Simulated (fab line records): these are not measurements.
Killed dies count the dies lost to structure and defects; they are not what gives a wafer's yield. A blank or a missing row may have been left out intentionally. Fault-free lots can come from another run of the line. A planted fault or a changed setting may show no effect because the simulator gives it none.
What tool caused it? ; flow gf180mcu ; 11 lots, 33 wafers sampled, at 5 steps of a route of 602

== WHAT THE GAUGES SHOWED, per wafer ==
GF_V3_BOW_MEAS_05. Usual: V3_BOW 117 um, standard deviation 7.3.
lot;measured;on;V3_BOW (um);flag
L963;day 22 05:35;film metro-01;111 105 115;
L964;day 22 16:22;film metro-03;123 119 112;
L967;day 23 21:16;film metro-03;111 111 118;
L974;day 25 19:22;film metro-03;132 120 122;
L977;day 26 23:52;film metro-03;125 110 113;
L978;day 27 11:19;film metro-01;110 120 122;
L979;day 27 12:52;film metro-03;123 109 127;
L980;day 27 21:17;film metro-03;113 101 123;
L981;day 28 02:37;film metro-01;115 130 110;
L985;day 29 07:09;film metro-03;116 126 124;
L986;day 29 12:49;film metro-01;128 124 130;

GF_V4_OVL_MEAS_15. Usual: V4_OVL 1 nm, standard deviation 4.9.
lot;measured;on;V4_OVL (nm);flag
L963;day 25 05:26;overlay-02;11 1 11;
L964;day 25 14:26;overlay-02;1 -7 1;
L967;day 26 18:00;overlay-01;-6 -7 -5;
L974;day 28 13:48;overlay-01;-2 -6 -3;
L977;day 29 15:19;overlay-01;0 -2 -3;
L978;day 30 02:59;overlay-02;-3 -1 -5;
L979;day 30 03:38;overlay-01;-1 2 -5;
L980;day 30 11:38;overlay-02;8 2 2;
L981;day 30 15:53;overlay-01;-2 1 -4;
L985;day 31 18:42;overlay-02;2 3 6;
L986;day 32 00:02;overlay-02;4 0 4;

== WHAT TOOL EACH LOT RAN ON (gives the tool, then ch and the chambers of the sampled wafers, and finally the start) ==
lot;GF_V2_STRIP_18;GF_M4_METAL_ETCH_16;GF_M4_STRIP_17
L963;plasma asher-04 ch 0,1, day 21 02:28;rie metal-03 ch 0,1, day 24 05:47;plasma asher-01 ch 0,1, day 24 05:53
L964;plasma asher-03 ch 0,1, day 21 14:04;rie metal-01 ch 0,1, day 24 15:41;plasma asher-01 ch 0,1, day 24 15:48
L967;plasma asher-02 ch 0,1, day 22 19:18;rie metal-02 ch 0,1, day 25 19:10;plasma asher-03 ch 0,1, day 25 19:17
L974;plasma asher-03 ch 0,1, day 24 18:45;rie metal-03 ch 1, day 27 15:52;plasma asher-03 ch 0,1, day 27 16:05
L977;plasma asher-04 ch 1, day 26 00:01;rie metal-01 ch 0,1, day 28 18:00;plasma asher-01 ch 0,1, day 28 18:09
L978;plasma asher-04 ch 1, day 26 11:42;rie metal-01 ch 1, day 29 05:38;plasma asher-02 ch 0,1, day 29 05:56
L979;plasma asher-03 ch 1, day 26 13:06;rie metal-02 ch 0,1, day 29 06:22;plasma asher-03 ch 0,1, day 29 06:29
L980;plasma asher-02 ch 1, day 26 21:46;rie metal-03 ch 0, day 29 14:44;plasma asher-02 ch 1, day 29 14:51
L981;plasma asher-03 ch 0,1, day 27 02:47;rie metal-03 ch 0,1, day 29 19:31;plasma asher-01 ch 0,1, day 29 19:38
L985;plasma asher-04 ch 0,1, day 28 09:21;rie metal-02 ch 0,1, day 30 22:48;plasma asher-03 ch 0,1, day 30 22:55
L986;plasma asher-03 ch 0,1, day 28 14:26;rie metal-03 ch 0,1, day 31 04:54;plasma asher-01 ch 0,1, day 31 05:01
- GF_V2_STRIP_18: strips in O2/N2.
- GF_M4_METAL_ETCH_16: etches the open film in Cl2/BCl3, stops on SiO2, target depth 627.5 nm, time 104.6 s.
- GF_M4_STRIP_17: strips in O2/N2.

== AS READ BY THE TOOLS THEMSELVES (means over the sampled wafers that have a number; for cases with no such wafer, the mark the record gives instead) ==
GF_V2_STRIP_18. Usual: drypump motor current A 5.77 A, standard deviation 0.14; heater power w 328 W, standard deviation 36; oes product au 0.593 a.u., standard deviation 0.0049.
lot;tool;drypump motor current A (A);heater power w (W);oes product au (a.u.);flag
L963;plasma asher-04;5.90;372;0.593;
L964;plasma asher-03;5.62;289;0.598;
L967;plasma asher-02;5.74;336;0.593;
L974;plasma asher-03;5.64;286;0.591;
L977;plasma asher-04;5.81;384;0.591;
L978;plasma asher-04;5.83;380;0.593;
L979;plasma asher-03;5.73;298;0.591;
L980;plasma asher-02;5.77;342;0.591;
L981;plasma asher-03;5.66;295;0.591;
L985;plasma asher-04;5.89;368;0.593;
L986;plasma asher-03;5.65;294;0.599;

GF_M4_METAL_ETCH_16. Usual: drypump motor current A 5.8 A, standard deviation 0.32; mfc cl2 sccm 80.04 sccm, standard deviation 0.25; oes product au 0.972 a.u., standard deviation 0.0072; throttle valve pct 28.251 %, standard deviation 0.011.
lot;tool;drypump motor current A (A);mfc cl2 sccm (sccm);oes product au (a.u.);throttle valve pct (%);flag
L963;rie metal-03;5.8;79.92;0.970;28.243;
L964;rie metal-01;5.6;80.03;0.970;28.258;
L967;rie metal-02;5.9;79.94;0.973;28.252;
L974;rie metal-03;5.5;80.15;0.969;28.257;
L977;rie metal-01;5.4;79.91;0.966;28.261;
L978;rie metal-01;5.8;80.46;0.979;28.240;
L979;rie metal-02;5.9;80.05;0.968;28.241;
L980;rie metal-03;6.4;79.63;0.981;28.255;
L981;rie metal-03;5.8;80.05;0.963;28.256;
L985;rie metal-02;5.8;79.77;0.973;28.253;
L986;rie metal-03;6.1;79.84;0.974;28.259;

GF_M4_STRIP_17. Usual: drypump motor current A 5.7 A, standard deviation 0.43; heater power w 311 W, standard deviation 23; oes product au 0.557 a.u., standard deviation 0.0054; strip time to endpoint s 7.86 s, standard deviation 0.052.
lot;tool;drypump motor current A (A);heater power w (W);oes product au (a.u.);strip time to endpoint s (s);flag
L963;plasma asher-01;6.1;314;0.555;7.86;
L964;plasma asher-01;5.6;321;0.555;7.80;
L967;plasma asher-03;5.6;291;0.551;7.81;
L974;plasma asher-03;5.7;285;0.560;7.86;
L977;plasma asher-01;5.6;321;0.540;7.30;OFF
L978;plasma asher-02;5.8;340;0.527;7.21;OFF
L979;plasma asher-03;5.6;290;0.561;7.92;
L980;plasma asher-02;5.7;348;0.556;7.84;
L981;plasma asher-01;5.6;327;0.560;7.89;
L985;plasma asher-03;5.6;288;0.551;7.82;
L986;plasma asher-01;5.6;324;0.557;7.86;

== THE ANSWER, worked out from the rows above alone ==
Rule: a lot counts as off when the mean over its wafers that have a number is more than 3 standard deviations away from the usual mean. Also off: a lot with no number at a reading for which 4 or more lots have one. Where the step has rows for the other lots, those lots are counted as sound. The gauges are gone through in route order, then the tools' own readings, and for those a lot's mean is taken as printed above. At the first step where some lot is off, the reading lying furthest off is the one used; lots without a number count as furthest.
Off: L977, L978, at GF_M4_STRIP_17 (strip time to endpoint s).
If a tool, at that step or one of the process steps before it, ran each lot that is off and ran no sound lot following the first of them, it fits. One candidate fits, namely rie metal-01 at GF_M4_METAL_ETCH_16. A fault onset in the window from L964 (day 24 15:41, its last sound lot) to L977 (day 28 18:00, its first lot off) fits.

== WHAT THE SIMULATOR HAD INSERTED ==
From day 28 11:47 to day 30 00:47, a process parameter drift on rie metal-01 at GF_M4_METAL_ETCH_16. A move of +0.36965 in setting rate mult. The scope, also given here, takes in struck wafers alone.
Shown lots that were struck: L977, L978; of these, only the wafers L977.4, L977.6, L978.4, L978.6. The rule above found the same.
